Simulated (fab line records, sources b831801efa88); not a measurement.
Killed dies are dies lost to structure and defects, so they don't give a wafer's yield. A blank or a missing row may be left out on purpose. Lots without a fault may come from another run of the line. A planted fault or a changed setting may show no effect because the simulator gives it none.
fab line records | flow gf180mcu
record lots=24 wafers=72 last_day=34
route steps=602 shown M4@461 V4@481 MIM@507 PASSIVATION@601
lots that met no fault: from a run of the same line without faults
start_h: hours from the record's first day to the start of the lot's first wafer shown | wait_h: hours since the lot's step before | " the same as in the row above | L1.1+2: a row that stands for several wafers | - no value, or no start given | * or withheld: withheld | < > ~ a bound
route shown NAME@n: a module of which the file shows steps, and the number in the route of the first | usual: mean/standard deviation of fault-free wafers | same: alike in all rows | chamber/n: place in a boat | sites: the reading at each site | _std_site: their standard deviation | _edge_site: outer sites' mean less inner sites' | radius_mm: how far each site lies from the wafer's centre | mask NAME#n: copy n | behind: the tool/chamber that last shaped the wafer | hold: why the lot was held/for how many hours/how that ended | device: the transistor (n, p or np) that didn't switch | end of line: the same wafers' tests at the end of the route | a step without rows: its recipe alone | killed: dies lost to structure and defects at the first sort, not the wafer's yield | map: a wafer's dies, x killed, . not, _ none there
set.NAME: the setting as run; set.NAME@STEP: as run at that earlier step | model.NAME: the simulator's own value behind a step, which no gauge read
steps of the route over a sample of lots; a table a step, a row a wafer
services: from which hour (start_h, from the record's first day; less than 0 if before it) a tool's chamber was out of use, for how many hours, and why
## steps
# step GF_M4_RS_MEAS_05
# recipe thk_meas_gauge=four-point-probe reads=TiN_of_M4_SPUTTER_04+Ti_of_M4_SPUTTER_03+AlCu_of_M4_SPUTTER_02+TiN_of_M4_SPUTTER_01+Ti_of_M4_SPUTTER_00
# usual M4_ALCU_RS=0.0692/0.0008
# columns lot.wafer tool chamber start_h wait_h M4_ALCU_RS[ohm/sq]
L074.2 film_metro-02 - 531.35 0.0 0.0693
L074.3 " - " " 0.0702
L074.4 " - " " 0.0706
L075.1 film_metro-03 - 532.03 0.0 0.0699
L075.2 " - " " 0.0688
L075.4 " - " " 0.0695
L076.1 film_metro-03 - 536.74 0.0 0.0683
L076.2 " - " " 0.0683
L076.6 " - " " 0.0693
L077.1 film_metro-03 - 543.66 0.0 0.0697
L077.2 " - " " 0.0705
L077.3 " - " " 0.0699
L078.1 film_metro-02 - 548.23 0.0 0.0690
L078.5 " - " " 0.0700
L078.6 " - " " 0.0706
L079.3 film_metro-03 - 569.53 0.1 0.0688
L079.5 " - " " 0.0690
L079.6 " - " " 0.0704
L080.2 film_metro-02 - 580.15 0.0 0.0693
L080.3 " - " " 0.0687
L080.5 " - " " 0.0689
L081.1 film_metro-03 - 580.58 0.0 0.0712
L081.2 " - " " 0.0713
L081.5 " - " " 0.0713
L082.2 film_metro-04 - 583.06 0.0 0.0702
L082.5 " - " " 0.0692
L082.6 " - " " 0.0691
L083.3 film_metro-03 - 594.20 0.1 0.0683
L083.4 " - " " 0.0686
L083.6 " - " " 0.0686
L084.1 film_metro-04 - 611.32 0.0 0.0685
L084.4 " - " " 0.0684
L084.5 " - " " 0.0684
L085.2 film_metro-02 - 617.61 0.0 0.0693
L085.4 " - " " 0.0690
L085.6 " - " " 0.0691
L086.1 film_metro-03 - 620.97 0.0 0.0681
L086.4 " - " " 0.0697
L086.6 " - " " 0.0690
L087.2 film_metro-04 - 625.60 0.0 0.0683
L087.3 " - " " 0.0690
L087.5 " - " " 0.0686
L088.3 film_metro-02 - 630.26 0.1 0.0687
L088.5 " - " " 0.0690
L088.6 " - " " 0.0692
L090.2 film_metro-02 - 652.21 0.0 0.0685
L090.3 " - " " 0.0688
L090.4 " - " " 0.0695
L089.1 film_metro-04 - 653.53 0.0 0.0678
L089.3 " - " " 0.0683
L089.6 " - " " 0.0678
L091.2 film_metro-03 - 662.41 0.0 0.0685
L091.4 " - " " 0.0693
L091.5 " - " " 0.0689
L092.3 film_metro-04 - 664.70 0.1 0.0690
L092.4 " - " " 0.0700
L092.5 " - " " 0.0708
L093.2 film_metro-03 - 670.35 0.0 0.0682
L093.5 " - " " 0.0680
L093.6 " - " " 0.0687
L094.1 film_metro-02 - 677.03 0.0 0.0706
L094.3 " - " " 0.0707
L094.4 " - " " 0.0698
L095.1 film_metro-03 - 681.44 0.0 0.0697
L095.3 " - " " 0.0705
L095.4 " - " " 0.0692
L096.1 film_metro-03 - 685.93 0.0 0.0696
L096.3 " - " " 0.0690
L096.6 " - " " 0.0693
L097.1 film_metro-04 - 692.12 0.0 0.0697
L097.2 " - " " 0.0693
L097.6 " - " " 0.0692
# step GF_V4_BOW_MEAS_05
# recipe mode=bow
# usual V4_BOW=133/8.2
# columns lot.wafer tool chamber start_h wait_h V4_BOW[um]
L074.2 film_metro-02 - 554.83 0.2 124
L074.3 " - " " 137
L074.4 " - " " 120
L075.1 film_metro-04 - 555.47 0.2 145
L075.2 " - " " 141
L075.4 " - " " 138
L076.1 film_metro-04 - 560.99 0.2 126
L076.2 " - " " 124
L076.6 " - " " 135
L077.1 film_metro-02 - 566.89 0.1 128
L077.2 " - " " 126
L077.3 " - " " 134
L078.1 film_metro-02 - 572.38 0.2 130
L078.5 " - " " 148
L078.6 " - " " 141
L079.3 film_metro-01 - 592.34 0.1 131
L079.5 " - " " 134
L079.6 " - " " 128
L080.2 film_metro-02 - 602.62 0.2 140
L080.3 " - " " 140
L080.5 " - " " 129
L081.1 film_metro-01 - 602.91 0.1 125
L081.2 " - " " 133
L081.5 " - " " 143
L082.2 film_metro-04 - 605.64 0.1 117
L082.5 " - " " 120
L082.6 " - " " 130
L083.3 film_metro-04 - 616.80 0.2 131
L083.4 " - " " 123
L083.6 " - " " 132
L084.1 film_metro-01 - 633.28 0.1 151
L084.4 " - " " 147
L084.5 " - " " 151
L085.2 film_metro-01 - 639.40 0.3 117
L085.4 " - " " 120
L085.6 " - " " 110
L086.1 film_metro-04 - 641.88 0.2 129
L086.4 " - " " 136
L086.6 " - " " 121
L087.2 film_metro-02 - 647.29 0.3 121
L087.3 " - " " 130
L087.5 " - " " 126
L088.3 film_metro-04 - 651.32 0.2 144
L088.5 " - " " 134
L088.6 " - " " 148
L090.2 film_metro-01 - 672.83 0.2 125
L090.3 " - " " 129
L090.4 " - " " 133
L089.1 film_metro-01 - 673.76 0.1 138
L089.3 " - " " 138
L089.6 " - " " 127
L091.2 film_metro-01 - 682.70 0.2 135
L091.4 " - " " 124
L091.5 " - " " 137
L092.3 film_metro-01 - 685.30 0.3 134
L092.4 " - " " 138
L092.5 " - " " 129
L093.2 film_metro-02 - 691.31 0.3 131
L093.5 " - " " 144
L093.6 " - " " 135
L094.1 film_metro-02 - 697.54 0.2 124
L094.3 " - " " 142
L094.4 " - " " 123
L095.1 film_metro-02 - 701.33 0.1 134
L095.3 " - " " 140
L095.4 " - " " 127
L096.1 film_metro-04 - 705.66 0.2 128
L096.3 " - " " 136
L096.6 " - " " 123
L097.1 film_metro-01 - 711.63 0.2 131
L097.2 " - " " 144
L097.6 " - " " 149
# step GF_V4_ETCH_16
# recipe chemistry=N2/H2 target_depth_a=withheld overetch_a=withheld time_s=withheld target=BARC ion_energy_ev=200 source_w=500 bias_w=100 pressure_mtorr=30 n2_flow_sccm=100 h2_flow_sccm=200
# usual drypump_motor_current_A=5.8/0.36 oes_product_au=0.854/0.0049 throttle_valve_pct=13.225/0.0084
# columns lot.wafer tool chamber start_h wait_h drypump_motor_current_A oes_product_au throttle_valve_pct
L074.2 rie_diel-04 0 576.86 0.0 5.5 0.854 13.219
L074.3 " 1 " " 5.2 0.862 13.228
L074.4 " 2 " " 5.5 0.855 13.241
L075.1 rie_diel-03 3 577.51 0.0 5.7 0.863 13.213
L075.2 " 0 " " 5.6 0.844 13.224
L075.4 " 1 " " 6.0 0.844 13.237
L076.1 rie_diel-01 0 583.16 0.0 5.6 0.851 13.231
L076.2 " 1 " " 5.7 0.851 13.230
L076.6 " 2 " " 6.5 0.851 13.230
L077.1 rie_diel-01 2 588.64 0.0 6.5 0.857 13.221
L077.2 " 0 " " 5.6 0.855 13.212
L077.3 " 1 " " 5.7 0.862 13.232
L078.1 rie_diel-01 1 594.04 0.0 5.7 0.856 13.226
L078.5 " 1 " " 5.8 0.855 13.218
L078.6 " 0 " " 5.6 0.853 13.220
L079.3 rie_diel-01 0 613.49 0.0 5.6 0.857 13.230
L079.5 " 3 " " 6.3 0.843 13.221
L079.6 " 0 " " 5.6 0.852 13.215
L080.2 rie_diel-01 1 623.57 0.0 5.7 0.853 13.232
L080.3 " 0 " " 5.6 0.859 13.224
L080.5 " 3 " " 6.3 0.860 13.223
L081.1 rie_diel-04 0 624.14 0.0 5.5 0.851 13.223
L081.2 " 1 " " 5.2 0.861 13.233
L081.5 " 2 " " 5.5 0.853 13.240
L082.2 rie_diel-04 1 626.37 0.0 5.2 0.860 13.230
L082.5 " 1 " " 5.2 0.853 13.219
L082.6 " 0 " " 5.5 0.853 13.226
L083.3 rie_diel-04 3 637.64 0.0 5.9 0.862 13.231
L083.4 " 0 " " 5.5 0.863 13.225
L083.6 " 2 " " 5.5 0.851 13.221
L084.1 rie_diel-03 1 653.67 0.0 6.0 0.854 13.228
L084.4 " 0 " " 5.5 0.848 13.235
L084.5 " 0 " " 5.5 0.846 13.226
L085.2 rie_diel-04 3 658.92 0.0 6.0 0.855 13.240
L085.4 " 2 " " 5.5 0.851 13.215
L085.6 " 3 " " 6.0 0.859 13.216
L086.1 rie_diel-03 1 662.26 0.0 6.0 0.854 13.235
L086.4 " 3 " " 5.7 0.847 13.238
L086.6 " 1 " " 6.0 0.852 13.244
L087.2 rie_diel-04 0 666.66 0.0 5.5 0.855 13.218
L087.3 " 1 " " 5.2 0.862 13.229
L087.5 " 0 " " 5.5 0.859 13.230
L088.3 rie_diel-03 1 670.62 0.0 6.0 0.855 13.224
L088.5 " 3 " " 5.7 0.852 13.235
L088.6 " 2 " " 5.8 0.850 13.219
L090.2 rie_diel-04 1 692.84 0.0 5.2 0.856 13.217
L090.3 " 0 " " 5.5 0.856 13.210
L090.4 " 2 " " 5.5 0.850 13.216
L089.1 rie_diel-01 0 693.96 0.0 5.6 0.855 13.230
L089.3 " 2 " " 6.6 0.858 13.228
L089.6 " 3 " " 6.3 0.856 13.217
L091.2 rie_diel-01 0 702.04 0.0 5.6 0.849 13.230
L091.4 " 1 " " 5.8 0.853 13.214
L091.5 " 0 " " 5.6 0.851 13.232
L092.3 rie_diel-03 3 704.07 0.0 5.7 0.853 13.214
L092.4 " 3 " " 5.7 0.854 13.232
L092.5 " 0 " " 5.5 0.853 13.223
L093.2 rie_diel-04 1 709.21 0.0 5.2 0.847 13.222
L093.5 " 3 " " 6.0 0.853 13.222
L093.6 " 0 " " 5.5 0.859 13.224
L094.1 rie_diel-03 3 716.42 0.0 5.7 0.864 13.225
L094.3 " 1 " " 6.0 0.863 13.217
L094.4 " 2 " " 5.8 0.854 13.212
L095.1 rie_diel-01 0 719.19 0.0 5.6 0.848 13.210
L095.3 " 1 " " 5.7 0.858 13.219
L095.4 " 2 " " 6.5 0.855 13.206
L096.1 rie_diel-01 3 724.46 0.0 6.3 0.863 13.220
L096.3 " 2 " " 6.5 0.853 13.226
L096.6 " 1 " " 5.8 0.850 13.232
L097.1 rie_diel-03 0 729.89 0.0 5.6 0.846 13.236
L097.2 " 1 " " 6.0 0.855 13.223
L097.6 " 2 " " 5.8 0.845 13.233
# step GF_MIM_SPUTTER_04
# recipe material=TiN target_thk_nm=50 power_w=6500 time_s=41.7 chamber_pressure_pa=0.4
# usual throttle_valve_pct=30.0/0.86
# columns lot.wafer tool chamber start_h wait_h throttle_valve_pct
L074.2 pvd_sputter-03 - 578.67 0.0 29.1
L074.3 " - " " 29.4
L074.4 " - " " 31.0
L075.1 pvd_sputter-03 - 579.43 0.0 31.2
L075.2 " - " " 29.2
L075.4 " - " " 29.7
L076.1 pvd_sputter-02 - 584.79 0.0 29.6
L076.2 " - " " 28.5
L076.6 " - " " 28.7
L077.1 pvd_sputter-04 - 590.18 0.0 31.3
L077.2 " - " " 28.8
L077.3 " - " " 30.7
L078.1 pvd_sputter-03 - 595.58 0.0 31.1
L078.5 " - " " 29.9
L078.6 " - " " 29.4
L079.3 pvd_sputter-02 - 615.02 0.0 28.7
L079.5 " - " " 30.6
L079.6 " - " " 28.7
L080.2 pvd_sputter-04 - 625.11 0.0 30.2
L080.3 " - " " 28.7
L080.5 " - " " 31.5
L081.1 pvd_sputter-03 - 625.67 0.0 29.7
L081.2 " - " " 30.0
L081.5 " - " " 31.4
L082.2 pvd_sputter-02 - 627.91 0.0 29.6
L082.5 " - " " 30.9
L082.6 " - " " 28.3
L083.3 pvd_sputter-04 - 639.17 0.0 28.9
L083.4 " - " " 29.9
L083.6 " - " " 31.4
L084.1 pvd_sputter-04 - 655.22 0.0 30.5
L084.4 " - " " 28.9
L084.5 " - " " 31.1
L085.2 pvd_sputter-03 - 663.41 0.0 29.8
L085.4 " - " " 29.4
L085.6 " - " " 29.9
L086.1 pvd_sputter-03 - 663.83 0.0 29.9
L086.4 " - " " 31.1
L086.6 " - " " 29.8
L087.2 pvd_sputter-02 - 668.20 0.0 28.6
L087.3 " - " " 30.6
L087.5 " - " " 29.8
L088.3 pvd_sputter-04 - 672.16 0.0 29.9
L088.5 " - " " 31.0
L088.6 " - " " 30.3
L090.2 pvd_sputter-04 - 694.37 0.0 31.3
L090.3 " - " " 28.6
L090.4 " - " " 30.0
L089.1 pvd_sputter-03 - 695.51 0.0 29.7
L089.3 " - " " 29.4
L089.6 " - " " 29.2
L091.2 pvd_sputter-02 - 703.61 0.0 29.0
L091.4 " - " " 30.3
L091.5 " - " " 28.6
L092.3 pvd_sputter-04 - 705.64 0.0 31.2
L092.4 " - " " 30.4
L092.5 " - " " 31.3
L093.2 pvd_sputter-03 - 710.78 0.0 29.7
L093.5 " - " " 29.9
L093.6 " - " " 31.0
L094.1 pvd_sputter-02 - 717.96 0.0 30.2
L094.3 " - " " 29.6
L094.4 " - " " 30.8
L095.1 pvd_sputter-04 - 720.72 0.0 30.1
L095.3 " - " " 30.3
L095.4 " - " " 30.1
L096.1 pvd_sputter-02 - 726.00 0.0 29.4
L096.3 " - " " 30.1
L096.6 " - " " 30.1
L097.1 pvd_sputter-04 - 731.42 0.0 30.1
L097.2 " - " " 30.0
L097.6 " - " " 28.6
# step GF_MIM_RS_MEAS_10
# recipe thk_meas_gauge=four-point-probe reads=TiN_of_MIM_SPUTTER_09+AlCu_of_MIM_SPUTTER_08+TiN_of_MIM_SPUTTER_07
# usual MIM_ALCU_RS=0.1603/0.0018
# columns lot.wafer tool chamber start_h wait_h MIM_ALCU_RS[ohm/sq]
L074.2 film_metro-03 - 578.93 0.0 0.1641
L074.3 " - " " 0.1625
L074.4 " - " " 0.1639
L075.1 film_metro-03 - 579.66 0.0 0.1579
L075.2 " - " " 0.1606
L075.4 " - " " 0.1592
L076.1 film_metro-01 - 585.02 0.0 0.1632
L076.2 " - " " 0.1613
L076.6 " - " " 0.1626
L077.1 film_metro-03 - 590.41 0.0 0.1602
L077.2 " - " " 0.1617
L077.3 " - " " 0.1634
L078.1 film_metro-01 - 595.81 0.0 0.1582
L078.5 " - " " 0.1592
L078.6 " - " " 0.1612
L079.3 film_metro-02 - 615.30 0.1 0.1601
L079.5 " - " " 0.1613
L079.6 " - " " 0.1605
L080.2 film_metro-03 - 625.36 0.0 0.1595
L080.3 " - " " 0.1624
L080.5 " - " " 0.1600
L081.1 film_metro-02 - 625.91 0.0 0.1598
L081.2 " - " " 0.1615
L081.5 " - " " 0.1623
L082.2 film_metro-03 - 628.16 0.0 0.1599
L082.5 " - " " 0.1585
L082.6 " - " " 0.1577
L083.3 film_metro-03 - 639.45 0.1 0.1609
L083.4 " - " " 0.1610
L083.6 " - " " 0.1601
L084.1 film_metro-03 - 655.45 0.0 0.1581
L084.4 " - " " 0.1601
L084.5 " - " " 0.1603
L085.2 film_metro-01 - 663.66 0.0 0.1603
L085.4 " - " " 0.1603
L085.6 " - " " 0.1598
L086.1 film_metro-03 - 664.06 0.0 0.1573
L086.4 " - " " 0.1587
L086.6 " - " " 0.1571
L087.2 film_metro-02 - 668.45 0.0 0.1595
L087.3 " - " " 0.1605
L087.5 " - " " 0.1598
L088.3 film_metro-02 - 672.43 0.1 0.1576
L088.5 " - " " 0.1578
L088.6 " - " " 0.1582
L090.2 film_metro-03 - 694.63 0.0 0.1608
L090.3 " - " " 0.1598
L090.4 " - " " 0.1624
L089.1 film_metro-01 - 695.74 0.0 0.1609
L089.3 " - " " 0.1615
L089.6 " - " " 0.1617
L091.2 film_metro-01 - 703.86 0.0 0.1588
L091.4 " - " " 0.1588
L091.5 " - " " 0.1577
L092.3 film_metro-02 - 705.91 0.1 0.1621
L092.4 " - " " 0.1623
L092.5 " - " " 0.1619
L093.2 film_metro-02 - 711.03 0.0 0.1614
L093.5 " - " " 0.1618
L093.6 " - " " 0.1626
L094.1 film_metro-01 - 718.19 0.0 0.1589
L094.3 " - " " 0.1570
L094.4 " - " " 0.1578
L095.1 film_metro-01 - 720.96 0.0 0.1609
L095.3 " - " " 0.1597
L095.4 " - " " 0.1604
L096.1 film_metro-03 - 726.23 0.0 0.1630
L096.3 " - " " 0.1602
L096.6 " - " " 0.1623
L097.1 film_metro-03 - 731.65 0.0 0.1590
L097.2 " - " " 0.1581
L097.6 " - " " 0.1578
# step GF_PASSIVATION_BOW_MEAS_14
# recipe mode=bow
# usual PASSIVATION_BOW=135/9.6
# columns lot.wafer tool chamber start_h wait_h PASSIVATION_BOW[um]
L075.1 film_metro-02 - 687.98 0.0 151
L075.2 " - " " 149
L075.4 " - " " 146
L074.2 film_metro-04 - 688.00 0.0 121
L074.3 " - " " 131
L074.4 " - " " 119
L076.1 film_metro-02 - 691.98 0.0 121
L076.2 " - " " 117
L076.6 " - " " 130
L077.1 film_metro-02 - 696.46 0.0 129
L077.2 " - " " 127
L077.3 " - " " 134
L078.1 film_metro-04 - 701.33 0.0 130
L078.5 " - " " 149
L078.6 " - " " 145
L079.3 film_metro-01 - 717.80 0.0 136
L079.5 " - " " 141
L079.6 " - " " 135
L080.2 film_metro-01 - 727.25 0.0 140
L080.3 " - " " 139
L080.5 " - " " 131
L081.1 film_metro-02 - 728.11 0.1 126
L081.2 " - " " 130
L081.5 " - " " 141
L082.2 film_metro-01 - 729.82 0.0 117
L082.5 " - " " 118
L082.6 " - " " 128
L083.3 film_metro-02 - 739.69 0.0 144
L083.4 " - " " 133
L083.6 " - " " 144
L084.1 film_metro-01 - 753.37 0.0 142
L084.4 " - " " 140
L084.5 " - " " 145
L085.2 film_metro-04 - 759.73 0.0 115
L085.4 " - " " 119
L085.6 " - " " 108
L086.1 film_metro-01 - 762.07 0.0 136
L086.4 " - " " 145
L086.6 " - " " 129
L087.2 film_metro-04 - 764.95 0.0 119
L087.3 " - " " 129
L087.5 " - " " 126
L088.3 film_metro-02 - 768.09 0.0 145
L088.5 " - " " 136
L088.6 " - " " 150
L090.2 film_metro-04 - 787.35 0.0 121
L090.3 " - " " 128
L090.4 " - " " 132
L089.1 film_metro-04 - 788.28 0.0 147
L089.3 " - " " 147
L089.6 " - " " 138
L091.2 film_metro-02 - 794.91 0.0 147
L091.4 " - " " 139
L091.5 " - " " 152
L092.3 film_metro-04 - 797.18 0.0 137
L092.4 " - " " 140
L092.5 " - " " 133
L093.2 film_metro-04 - 800.05 0.0 138
L093.5 " - " " 155
L093.6 " - " " 144
L094.1 film_metro-04 - 805.23 0.0 130
L094.3 " - " " 146
L094.4 " - " " 131
L095.1 film_metro-04 - 810.18 0.0 132
L095.3 " - " " 138
L095.4 " - " " 126
L096.1 film_metro-04 - 813.09 0.0 123
L096.3 " - " " 130
L096.6 " - " " 118
L097.1 film_metro-04 - 817.68 0.0 126
L097.2 " - " " 140
L097.6 " - " " 145
## services
# columns tool chamber start_h hours kind
rie_diel-03 0 553.18 8.0 repair
rie_diel-03 0 562.57 6.5 repair
pvd_sputter-03 1 566.66 - consumable_replace:kit
pvd_sputter-03 1 566.66 18.0 scheduled_down
pvd_sputter-03 1 566.66 18.0 vent_cycle
rie_diel-01 3 569.30 - clean
rie_diel-01 3 569.30 31.7 scheduled_down
rie_diel-01 3 569.30 31.7 vent_cycle
rie_diel-04 3 573.80 8.5 repair
pvd_sputter-02 3 583.04 - consumable_replace:kit
pvd_sputter-02 3 583.04 18.0 scheduled_down
pvd_sputter-02 3 583.04 18.0 vent_cycle
rie_diel-04 1 597.05 5.4 repair
pvd_sputter-03 - 634.71 5.6 repair
rie_diel-04 1 638.99 1.8 repair
rie_diel-04 2 668.00 4.1 repair
pvd_sputter-03 0 678.01 - consumable_replace:kit
rie_diel-03 1 688.16 17.7 repair
rie_diel-04 2 703.29 13.8 repair
pvd_sputter-04 0 704.09 - consumable_replace:kit
pvd_sputter-04 0 704.09 18.0 scheduled_down
pvd_sputter-04 0 704.09 18.0 vent_cycle
rie_diel-03 - 718.24 2.8 pm
pvd_sputter-02 - 726.46 3.6 repair
## key
fault none
